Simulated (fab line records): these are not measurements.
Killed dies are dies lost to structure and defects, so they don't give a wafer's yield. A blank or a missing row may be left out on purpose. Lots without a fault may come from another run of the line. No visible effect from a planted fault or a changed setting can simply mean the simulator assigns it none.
Struck lot and sound lot, side by side :: flow sky130 :: 22 steps out of a route of 708
Sound: the wafers L752.1, L752.2, L752.3. The struck wafers were L758.3, L758.4, L758.5. Last of all comes the cause.
For every step that has rows: the tool of each side, followed by ch and its chambers, followed by its first start. Under that, the readings that differ: sound wafers :: struck wafers :: difference of the means :: sigmas: that difference in standard deviations of wafers without a fault.
alike: same words and numbers on both sides, and readings whose means sit less than 2 such deviations apart. not compared: any withheld reading, any reading some wafer has no value for, any bound like >300 that may hide the same value, and any number with overlapping values for which the record gives no deviation.
The two part at a step that has a row with sigmas, a row that says differs or no value, or rows on one side only. Non-overlapping numbers with no deviation appear without sigmas and do not part them. A reading that every wafer of one side lacks parts them only if that side has two wafers or more.

SKY_VIA4_RS_MEAS_19: a four-point-probe measurement.
  sound: filmMetro-04 at day 43 11:14; struck: filmMetro-04 at day 45 13:13
  alike: VIA4_W_RS
SKY_VIA4_THK_MEAS_20: measures by xrf.
  sound: filmMetro-04 at day 43 11:21; struck: filmMetro-04 at day 45 13:19
  alike: VIA4_W_THK
then, 1 step without rows for these wafers: SKY_VIA4_CMP_21 (polishes, stops on SiO2, t overpolish 25 s, target thk 0 nm).
SKY_METAL5_SPUTTER_00: material Ti, target thk 15 nm, time 10 s.
  sound: pvdSputter-03 at day 43 11:43; struck: pvdSputter-02 at day 45 13:40
  alike: throttleValvePct
SKY_METAL5_SPUTTER_01: material TiN, target thk 20 nm, time 16.7 s.
  sound: pvdSputter-03 at day 43 11:44; struck: pvdSputter-02 at day 45 13:41
  alike: throttleValvePct
SKY_METAL5_SPUTTER_02: material AlCu, target thk 1150 nm, time 61.2 s.
  sound: pvdSputter-03 at day 43 11:46; struck: pvdSputter-02 at day 45 13:43
  alike: throttleValvePct
SKY_METAL5_SPUTTER_03: material Ti, target thk 5 nm, time 3.3 s.
  sound: pvdSputter-03 at day 43 11:49; struck: pvdSputter-02 at day 45 13:46
  alike: throttleValvePct
SKY_METAL5_SPUTTER_04: material TiN, target thk 70 nm, time 57.49 s.
  sound: pvdSputter-03 at day 43 11:50; struck: pvdSputter-02 at day 45 13:47
  alike: throttleValvePct
SKY_METAL5_RS_MEAS_05: a four-point-probe measurement.
  sound: filmMetro-03 at day 43 11:53; struck: filmMetro-03 at day 45 13:52
  alike: METAL5_ALCU_RS
SKY_METAL5_THK_MEAS_06: measures by xrf.
  sound: filmMetro-03 at day 43 12:00; struck: filmMetro-03 at day 45 13:58
  alike: METAL5_ALCU_THK
then, 2 steps without rows for these wafers: SKY_METAL5_DEHYDRATE_07 (time 60 s); SKY_METAL5_HMDS_08 (prime time 60 s).
SKY_METAL5_COAT_09: resist thk 1800 nm.
  sound on lithoTrack-02 ch 0, day 43 22:42; struck on lithoTrack-02 ch 0, day 46 00:06
reading: model.NOVOLAK_of_METAL5_COAT_09.thkNm (nm)
sound: 1794 1797 1797
struck: 2303 2311 2300
difference: +509
sigmas: 
  alike: dispensePressureKPa
then, 4 steps without rows for these wafers: SKY_METAL5_SOFTBAKE_10 (time 60 s); SKY_METAL5_EXPOSE_11 (exposes mask MM5, target cd 1600 nm); SKY_METAL5_PEB_12; SKY_METAL5_DEVELOP_13 (develop time 60 s).
SKY_METAL5_DESCUM_14: chemistry O2, time 11 s.
  sound on rieMetal-01 ch 0,1, day 44 11:00; struck on rieMetal-01 ch 0,1, day 46 11:17
reading: model.METAL5.cdNm (nm)
sound: 1598 1598 1599
struck: 1637 1638 1638
difference: +39
sigmas: 
  alike: drypumpMotorCurrentA, oesProductAu
  not compared: rfHoursCounterH
SKY_METAL5_METAL_ETCH_15: etches the open film in Cl2/BCl3, stops on SiO2, target depth 1260 nm, time 252 s.
  sound on rieMetal-01 ch 0,1, day 44 11:02; struck on rieMetal-01 ch 0,1, day 46 11:23
reading: model.NOVOLAK_of_METAL5_COAT_09.thkNm (nm)
sound: 1010 1032 1035
struck: 1546 1532 1526
difference: +509
sigmas: 

reading: model.METAL5.cdNm (nm)
sound: 1596 1602 1600
struck: 1643 1644 1639
difference: +43
sigmas: 
  alike: drypumpMotorCurrentA, oesProductAu, throttleValvePct
  not compared: rfHoursCounterH
SKY_METAL5_STRIP_16: strips in O2/N2.
  sound on plasmaAsher-02 ch 0,1, day 44 11:16; struck on plasmaAsher-02 ch 0,1, day 46 11:34
reading: stripTimeToEndpointS (s)
sound: 12.79 13.02 13.06
struck: 18.85 18.68 18.64
difference: +5.77
sigmas: +44
  alike: drypumpMotorCurrentA, oesProductAu
  not compared: rfHoursCounterH
then, 1 step without rows for these wafers: SKY_METAL5_STRIP_17 (strips in post etch residue remover, time 1200 s).
SKY_PAD_OPEN_PROBE_99:
  sound: prober-01 at day 46 08:49; struck: prober-01 at day 48 07:28
reading: model.etest.met5.widthNm (nm)
sound: 1597 1605 1600
struck: 1645 1643 1641
difference: +42
sigmas: 
  alike: defectLimitedYield, killed_at_M0_to_M3, killed_at_M4_up, killedAtContacts, killedAtFrontEnd, killedAtOther, killedDies, killedOpen, killedShort, sort_bin_3_pad_short, sort_bin_5_function, sort_bin_6_memory, sortNPass, sortYieldPct
  not compared: model.etest.met5.lineOhmUm

WHERE THEY PART
Only at SKY_METAL5_STRIP_16, as far as this record shows. Later steps at which nothing parts them and some readings are alike: SKY_PAD_OPEN_PROBE_99.

WHY: what had been put in by the simulator
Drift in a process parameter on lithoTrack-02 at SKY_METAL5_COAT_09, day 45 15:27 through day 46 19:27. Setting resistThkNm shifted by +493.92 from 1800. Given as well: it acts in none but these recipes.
